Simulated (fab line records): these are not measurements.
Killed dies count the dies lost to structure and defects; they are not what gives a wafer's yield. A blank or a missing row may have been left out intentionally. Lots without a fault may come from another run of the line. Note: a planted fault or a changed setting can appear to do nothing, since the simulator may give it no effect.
Which of the tools did it? / flow gf180mcu / 12 lots, 36 wafers sampled, at 5 steps of a route of 602

## WHAT THE GAUGES SHOWED, per wafer
GF_V2_RS_MEAS_24: uses a four-point probe to measure.
lot=L607; measured=day 20 13:46; on=film_metro-04; V2_W_RS (ohm/sq)=0.323 0.328 0.323
lot=L608; measured=day 20 20:02; on=film_metro-02; V2_W_RS (ohm/sq)=0.324 0.321 0.328
lot=L609; measured=day 21 09:17; on=film_metro-04; V2_W_RS (ohm/sq)=0.335 0.324 0.324
lot=L613; measured=day 22 15:23; on=film_metro-02; V2_W_RS (ohm/sq)=0.327 0.327 0.318
lot=L614; measured=day 23 04:02; on=film_metro-02; V2_W_RS (ohm/sq)=0.326 0.332 0.333
lot=L616; measured=day 24 00:52; on=film_metro-03; V2_W_RS (ohm/sq)=0.319 0.325 0.321
lot=L617; measured=day 24 07:44; on=film_metro-04; V2_W_RS (ohm/sq)=0.320 0.318 0.325
lot=L618; measured=day 24 15:19; on=film_metro-04; V2_W_RS (ohm/sq)=0.330 0.338 0.326
lot=L619; measured=day 24 19:04; on=film_metro-04; V2_W_RS (ohm/sq)=0.319 0.323 0.321
lot=L620; measured=day 25 09:27; on=film_metro-03; V2_W_RS (ohm/sq)=0.333 0.333 0.323
lot=L628; measured=day 27 13:02; on=film_metro-04; V2_W_RS (ohm/sq)=0.335 0.336 0.331
lot=L630; measured=day 28 00:47; on=film_metro-03; V2_W_RS (ohm/sq)=0.330 0.330 0.325

GF_M3_OVL_MEAS_15.
lot=L607; measured=day 21 14:47; on=overlay-02; M3_OVL (nm)=0 -8 -1
lot=L608; measured=day 21 20:47; on=overlay-02; M3_OVL (nm)=6 -4 -3
lot=L609; measured=day 22 09:47; on=overlay-01; M3_OVL (nm)=-12 -10 -7
lot=L613; measured=day 23 14:14; on=overlay-02; M3_OVL (nm)=-1 -8 1
lot=L614; measured=day 24 03:38; on=overlay-02; M3_OVL (nm)=-3 -4 -2
lot=L616; measured=day 24 23:54; on=overlay-01; M3_OVL (nm)=-5 -1 -7
lot=L617; measured=day 25 06:38; on=overlay-01; M3_OVL (nm)=-7 -7 4
lot=L618; measured=day 25 13:29; on=overlay-01; M3_OVL (nm)=-3 -1 2
lot=L619; measured=day 25 17:26; on=overlay-02; M3_OVL (nm)=6 1 0
lot=L620; measured=day 26 08:01; on=overlay-01; M3_OVL (nm)=-6 -5 0
lot=L628; measured=day 28 09:32; on=overlay-02; M3_OVL (nm)=-1 4 -1
lot=L630; measured=day 28 20:44; on=overlay-01; M3_OVL (nm)=7 -1 5

GF_V3_THK_MEAS_01.
lot=L607; measured=day 21 15:32; on=film_metro-03; V3_CVD_00_THK (nm)=595 593 596
lot=L608; measured=day 21 21:34; on=film_metro-04; V3_CVD_00_THK (nm)=600 599 603
lot=L609; measured=day 22 10:37; on=film_metro-03; V3_CVD_00_THK (nm)=602 600 598
lot=L613; measured=day 23 15:27; on=film_metro-01; V3_CVD_00_THK (nm)=603 599 605
lot=L614; measured=day 24 04:30; on=film_metro-03; V3_CVD_00_THK (nm)=600 603 594
lot=L616; measured=day 25 00:47; on=film_metro-01; V3_CVD_00_THK (nm)=600 609 606
lot=L617; measured=day 25 07:34; on=film_metro-04; V3_CVD_00_THK (nm)=608 612 609
lot=L618; measured=day 25 14:17; on=film_metro-04; V3_CVD_00_THK (nm)=596 602 599
lot=L619; measured=day 25 18:11; on=film_metro-01; V3_CVD_00_THK (nm)=602 606 596
lot=L620; measured=day 26 08:47; on=film_metro-04; V3_CVD_00_THK (nm)=609 601 603
lot=L628; measured=day 28 10:25; on=film_metro-04; V3_CVD_00_THK (nm)=294 597 294
lot=L630; measured=day 28 21:30; on=film_metro-04; V3_CVD_00_THK (nm)=598 302 605

## WHICH TOOL RAN EACH LOT (tool, then ch and the chambers of the sampled wafers, then the start)
lot=L607; GF_V2_CMP_26=cmp-01 ch 0,1,3, day 20 14:06; GF_V3_CVD_00=hdpcvd-02 ch 0,1,2, day 21 15:28
lot=L608; GF_V2_CMP_26=cmp-01 ch 1,2, day 20 20:12; GF_V3_CVD_00=hdpcvd-02 ch 0,1,2, day 21 21:29
lot=L609; GF_V2_CMP_26=cmp-01 ch 1,2, day 21 09:25; GF_V3_CVD_00=hdpcvd-02 ch 0,2, day 22 10:32
lot=L613; GF_V2_CMP_26=cmp-01 ch 0,2,3, day 22 15:32; GF_V3_CVD_00=hdpcvd-02 ch 0,1, day 23 15:22
lot=L614; GF_V2_CMP_26=cmp-02 ch 0,2,3, day 23 04:19; GF_V3_CVD_00=hdpcvd-02 ch 0,1,2, day 24 04:25
lot=L616; GF_V2_CMP_26=cmp-02 ch 1,2,3, day 24 01:03; GF_V3_CVD_00=hdpcvd-01 ch 0,1, day 25 00:42
lot=L617; GF_V2_CMP_26=cmp-01 ch 0,1,2, day 24 07:56; GF_V3_CVD_00=hdpcvd-02 ch 0,1, day 25 07:29
lot=L618; GF_V2_CMP_26=cmp-02 ch 1,2,3, day 24 15:27; GF_V3_CVD_00=hdpcvd-01 ch 0,2, day 25 14:10
lot=L619; GF_V2_CMP_26=cmp-01 ch 0,2,3, day 24 19:23; GF_V3_CVD_00=hdpcvd-02 ch 0,2, day 25 18:07
lot=L620; GF_V2_CMP_26=cmp-02 ch 1,2,3, day 25 09:38; GF_V3_CVD_00=hdpcvd-01 ch 0,1, day 26 08:42
lot=L628; GF_V2_CMP_26=cmp-01 ch 0,2,3, day 27 13:12; GF_V3_CVD_00=hdpcvd-01 ch 0,2, day 28 10:20
lot=L630; GF_V2_CMP_26=cmp-02 ch 0,1, day 28 00:56; GF_V3_CVD_00=hdpcvd-01 ch 0,1,2, day 28 21:25
- GF_V2_CMP_26: polishes, stops on SiO2, t overpolish 15 s, target thk 0 nm.
- GF_V3_CVD_00: deposits SiO2, target thk 600 nm, time 100 s.

## WHAT THE TOOLS THEMSELVES READ (means of the sampled wafers that have a number; where no wafer has one, the mark that the record gives instead)
GF_V2_CMP_26.
lot=L607; tool=cmp-01; head_pressure_psi (psi)=3.502; motor_current_A (A)=12.0; overpolish_run_s (s)=15.008; time_to_endpoint_s (s)=87
lot=L608; tool=cmp-01; head_pressure_psi (psi)=3.512; motor_current_A (A)=11.5; overpolish_run_s (s)=15.003; time_to_endpoint_s (s)=88
lot=L609; tool=cmp-01; head_pressure_psi (psi)=3.500; motor_current_A (A)=11.4; overpolish_run_s (s)=14.988; time_to_endpoint_s (s)=85
lot=L613; tool=cmp-01; head_pressure_psi (psi)=3.500; motor_current_A (A)=12.3; overpolish_run_s (s)=15.000; time_to_endpoint_s (s)=89
lot=L614; tool=cmp-02; head_pressure_psi (psi)=3.502; motor_current_A (A)=10.8; overpolish_run_s (s)=14.999; time_to_endpoint_s (s)=82
lot=L616; tool=cmp-02; head_pressure_psi (psi)=3.501; motor_current_A (A)=11.6; overpolish_run_s (s)=15.002; time_to_endpoint_s (s)=83
lot=L617; tool=cmp-01; head_pressure_psi (psi)=3.499; motor_current_A (A)=11.5; overpolish_run_s (s)=14.993; time_to_endpoint_s (s)=87
lot=L618; tool=cmp-02; head_pressure_psi (psi)=3.501; motor_current_A (A)=11.6; overpolish_run_s (s)=14.996; time_to_endpoint_s (s)=80
lot=L619; tool=cmp-01; head_pressure_psi (psi)=3.506; motor_current_A (A)=12.0; overpolish_run_s (s)=15.002; time_to_endpoint_s (s)=83
lot=L620; tool=cmp-02; head_pressure_psi (psi)=3.501; motor_current_A (A)=11.8; overpolish_run_s (s)=14.988; time_to_endpoint_s (s)=83
lot=L628; tool=cmp-01; head_pressure_psi (psi)=3.499; motor_current_A (A)=12.3; overpolish_run_s (s)=14.999; time_to_endpoint_s (s)=89
lot=L630; tool=cmp-02; head_pressure_psi (psi)=3.504; motor_current_A (A)=11.0; overpolish_run_s (s)=14.999; time_to_endpoint_s (s)=80

GF_V3_CVD_00.
lot=L607; tool=hdpcvd-02; sih4_flow_sccm (sccm)=60.00
lot=L608; tool=hdpcvd-02; sih4_flow_sccm (sccm)=59.92
lot=L609; tool=hdpcvd-02; sih4_flow_sccm (sccm)=60.08
lot=L613; tool=hdpcvd-02; sih4_flow_sccm (sccm)=59.85
lot=L614; tool=hdpcvd-02; sih4_flow_sccm (sccm)=59.98
lot=L616; tool=hdpcvd-01; sih4_flow_sccm (sccm)=59.96
lot=L617; tool=hdpcvd-02; sih4_flow_sccm (sccm)=59.85
lot=L618; tool=hdpcvd-01; sih4_flow_sccm (sccm)=59.87
lot=L619; tool=hdpcvd-02; sih4_flow_sccm (sccm)=60.03
lot=L620; tool=hdpcvd-01; sih4_flow_sccm (sccm)=60.07
lot=L628; tool=hdpcvd-01; sih4_flow_sccm (sccm)=40.04
lot=L630; tool=hdpcvd-01; sih4_flow_sccm (sccm)=49.93

## THE ANSWER, worked out from the rows above alone
Rule: usual is defined by the lots themselves. Put in order of their means at a reading, lots are off if they are a third of the lots or fewer, leave a main group of 4 or more, and stand apart from it by a gap of 3 or more times the standard deviation of the main group's means; of several such gaps the widest counts. If all means in a main group match to the digits the tables above print for the reading, that group is not used. A lot without any number at a reading at which 4 lots or more have one is off too. Where the step has rows for the other lots, those lots are counted as sound. The gauges are gone through in route order, then the tools' own readings, and for those a lot's mean is taken as printed above. The first step at which some lot is off is used, and at that step the reading that is off furthest; a lot without a number counts as furthest.
Off: L628, L630, at GF_V3_THK_MEAS_01 (V3_CVD_00_THK). Main group: mean 602 nm, sd 3.9.
If a tool, at a process step before that reading, ran all the lots that are off and no sound lot after the first of them, it fits. Not tried: the gauges at GF_V3_THK_MEAS_01; whatever is off there is also off at GF_V3_CVD_00, on other tools, and gauge error can't account for it. One fits: GF_V3_CVD_00 on hdpcvd-01. Its last sound lot is L620 (day 26 08:42), its first lot that is off L628 (day 28 10:20): a fault that began between those two fits.
The tool's own readings at GF_V3_CVD_00 bear it out: on the lots that are off they differ by more than 5 times the standard deviation of the sound lots' means. sih4_flow_sccm reads 44.98 sccm there against 59.96 sccm on the sound lots.

## WHAT WAS PUT IN BY THE SIMULATOR
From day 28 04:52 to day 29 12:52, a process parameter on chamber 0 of hdpcvd-01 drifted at GF_V3_CVD_00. From 60, the setting sih4_flow_sccm moved by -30. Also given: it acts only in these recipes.
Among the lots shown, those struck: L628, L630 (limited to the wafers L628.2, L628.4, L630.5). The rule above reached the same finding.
